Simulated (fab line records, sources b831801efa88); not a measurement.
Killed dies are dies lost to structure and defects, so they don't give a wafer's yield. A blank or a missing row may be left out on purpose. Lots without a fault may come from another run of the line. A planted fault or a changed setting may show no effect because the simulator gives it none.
Which tool did it? | flow gf180mcu | 12 lots, 36 wafers sampled, at 5 steps of a route of 602

WHAT THE GAUGES READ, wafer by wafer
GF_V2_BOW_MEAS_05. Usual: V2_BOW 97 um, standard deviation 7.3.
lot  | measured     | on            | V2_BOW (um) | flag
L456 | day 19 02:53 | film_metro-01 | 88 95 104   |
L457 | day 19 16:25 | film_metro-02 | 102 98 92   |
L459 | day 20 08:34 | film_metro-02 | 83 84 85    |
L461 | day 21 08:15 | film_metro-01 | 89 104 92   |
L463 | day 22 01:26 | film_metro-01 | 103 92 87   |
L469 | day 24 03:44 | film_metro-02 | 104 101 98  |
L470 | day 24 07:23 | film_metro-02 | 86 85 103   |
L471 | day 24 19:43 | film_metro-03 | 83 95 84    |
L472 | day 24 23:55 | film_metro-02 | 96 115 96   |
L473 | day 25 07:27 | film_metro-03 | 100 102 94  |
L475 | day 25 23:07 | film_metro-03 | 99 96 103   |
L478 | day 26 21:59 | film_metro-02 | 107 101 105 |

GF_V2_THK_MEAS_25: measures by xrf. Usual: V2_W_THK 361 nm, standard deviation 4.6.
lot  | measured     | on            | V2_W_THK (nm) | flag
L456 | day 20 03:52 | film_metro-01 | 358 360 363   |
L457 | day 20 17:26 | film_metro-03 | 361 369 364   |
L459 | day 21 10:07 | film_metro-03 | 364 366 367   |
L461 | day 22 09:07 | film_metro-01 | 356 354 348   |
L463 | day 23 01:25 | film_metro-02 | 359 360 362   |
L469 | day 25 02:47 | film_metro-03 | 369 363 367   |
L470 | day 25 05:52 | film_metro-03 | 369 363 362   |
L471 | day 25 18:23 | film_metro-03 | 355 357 359   |
L472 | day 25 22:14 | film_metro-02 | 361 362 358   |
L473 | day 26 06:02 | film_metro-02 | 360 360 360   |
L475 | day 26 21:05 | film_metro-02 | 364 367 363   |
L478 | day 27 18:55 | film_metro-03 | 360 358 360   |

GF_V3_THK_MEAS_01. Usual: V3_CVD_00_THK 600 nm, standard deviation 5.5.
lot  | measured     | on            | V3_CVD_00_THK (nm) | flag
L456 | day 21 05:10 | film_metro-03 | 603 608 604        |
L457 | day 21 19:00 | film_metro-02 | 606 599 595        |
L459 | day 22 11:19 | film_metro-04 | 484 484 484        | OFF
L461 | day 23 09:46 | film_metro-02 | 477 482 473        | OFF
L463 | day 24 01:04 | film_metro-02 | 586 600 596        |
L469 | day 26 01:25 | film_metro-04 | 611 602 611        |
L470 | day 26 04:49 | film_metro-04 | 591 590 596        |
L471 | day 26 16:48 | film_metro-02 | 604 593 602        |
L472 | day 26 20:26 | film_metro-02 | 606 608 609        |
L473 | day 27 03:14 | film_metro-03 | 596 603 601        |
L475 | day 27 18:23 | film_metro-03 | 596 595 602        |
L478 | day 28 16:18 | film_metro-04 | 605 606 608        |

WHICH TOOL RAN EACH LOT (tool, then ch and the chambers of the sampled wafers, then the start)
lot  | GF_M2_STRIP_17                       | GF_V3_CVD_00
L456 | plasma_asher-03 ch 0,1, day 19 01:39 | hdpcvd-01 ch 0,1,2, day 21 05:05
L457 | plasma_asher-03 ch 0,1, day 19 15:19 | hdpcvd-02 ch 0,1, day 21 18:55
L459 | plasma_asher-04 ch 0,1, day 20 07:28 | hdpcvd-02 ch 1,2, day 22 11:14
L461 | plasma_asher-04 ch 0,1, day 21 07:05 | hdpcvd-02 ch 0,1, day 23 09:40
L463 | plasma_asher-03 ch 0,1, day 22 00:20 | hdpcvd-01 ch 0,1,2, day 24 00:59
L469 | plasma_asher-03 ch 0,1, day 24 02:36 | hdpcvd-01 ch 0,1,2, day 26 01:20
L470 | plasma_asher-03 ch 0,1, day 24 06:16 | hdpcvd-01 ch 0,2, day 26 04:43
L471 | plasma_asher-01 ch 0,1, day 24 18:37 | hdpcvd-01 ch 0,1,2, day 26 16:44
L472 | plasma_asher-01 ch 1, day 24 22:34   | hdpcvd-02 ch 1,2, day 26 20:22
L473 | plasma_asher-03 ch 0,1, day 25 06:21 | hdpcvd-02 ch 1,2, day 27 03:10
L475 | plasma_asher-04 ch 0,1, day 25 21:59 | hdpcvd-02 ch 0,2, day 27 18:18
L478 | plasma_asher-04 ch 0,1, day 26 20:54 | hdpcvd-02 ch 1,2, day 28 16:14
- GF_M2_STRIP_17: strips in O2/N2.
- GF_V3_CVD_00: deposits SiO2, target thk 600 nm, time 100 s.

WHAT THE TOOLS THEMSELVES READ (means of the sampled wafers that have a number; where no wafer has one, the mark that the record gives instead)
GF_M2_STRIP_17. Usual: drypump_motor_current_A 6.0 A, standard deviation 0.52; heater_power_w 310 W, standard deviation 42; oes_product_au 0.558 a.u., standard deviation 0.0043; strip_time_to_endpoint_s 7.88 s, standard deviation 0.039.
lot  | tool            | drypump_motor_current_A (A) | heater_power_w (W) | oes_product_au (a.u.) | strip_time_to_endpoint_s (s) | flag
L456 | plasma_asher-03 | 6.3                         | 291                | 0.558                 | 7.87                         |
L457 | plasma_asher-03 | 6.4                         | 329                | 0.556                 | 7.82                         |
L459 | plasma_asher-04 | 5.6                         | 313                | 0.558                 | 7.90                         |
L461 | plasma_asher-04 | 5.9                         | 309                | 0.557                 | 7.85                         |
L463 | plasma_asher-03 | 6.4                         | 326                | 0.559                 | 7.89                         |
L469 | plasma_asher-03 | 6.4                         | 327                | 0.561                 | 7.90                         |
L470 | plasma_asher-03 | 6.4                         | 329                | 0.558                 | 7.93                         |
L471 | plasma_asher-01 | 5.3                         | 303                | 0.556                 | 7.88                         |
L472 | plasma_asher-01 | 5.0                         | 344                | 0.560                 | 7.91                         |
L473 | plasma_asher-03 | 6.3                         | 288                | 0.559                 | 7.91                         |
L475 | plasma_asher-04 | 6.0                         | 307                | 0.558                 | 7.89                         |
L478 | plasma_asher-04 | 6.0                         | 306                | 0.557                 | 7.80                         |

GF_V3_CVD_00. Usual: sih4_flow_sccm 60.01 sccm, standard deviation 0.18.
lot  | tool      | sih4_flow_sccm (sccm) | flag
L456 | hdpcvd-01 | 59.91                 |
L457 | hdpcvd-02 | 60.09                 |
L459 | hdpcvd-02 | 48.04                 | OFF
L461 | hdpcvd-02 | 48.24                 | OFF
L463 | hdpcvd-01 | 59.95                 |
L469 | hdpcvd-01 | 60.02                 |
L470 | hdpcvd-01 | 60.02                 |
L471 | hdpcvd-01 | 60.06                 |
L472 | hdpcvd-02 | 59.91                 |
L473 | hdpcvd-02 | 60.07                 |
L475 | hdpcvd-02 | 59.91                 |
L478 | hdpcvd-02 | 60.42                 |

THE ANSWER, worked out from the rows above alone
Rule: a lot is off if the mean of its wafers that have a number lies more than 3 standard deviations from the usual mean. A lot without any number at a reading at which 4 lots or more have one is off too. The other lots that the step has rows for count as sound. The gauges are gone through in route order, then the tools' own readings, and for those a lot's mean is taken as printed above. The first step at which some lot is off is used, and at that step the reading that is off furthest; a lot without a number counts as furthest.
Off: L459, L461, at GF_V3_THK_MEAS_01 (V3_CVD_00_THK).
A tool fits if, at a process step before that reading, it ran every lot that is off, and no sound lot after the first of them. The gauges at GF_V3_THK_MEAS_01 aren't tried: what is off there is off at GF_V3_CVD_00 too, on other tools, and a gauge's error can't cause that. None of those tried fits.

WHAT THE SIMULATOR HAD PUT IN
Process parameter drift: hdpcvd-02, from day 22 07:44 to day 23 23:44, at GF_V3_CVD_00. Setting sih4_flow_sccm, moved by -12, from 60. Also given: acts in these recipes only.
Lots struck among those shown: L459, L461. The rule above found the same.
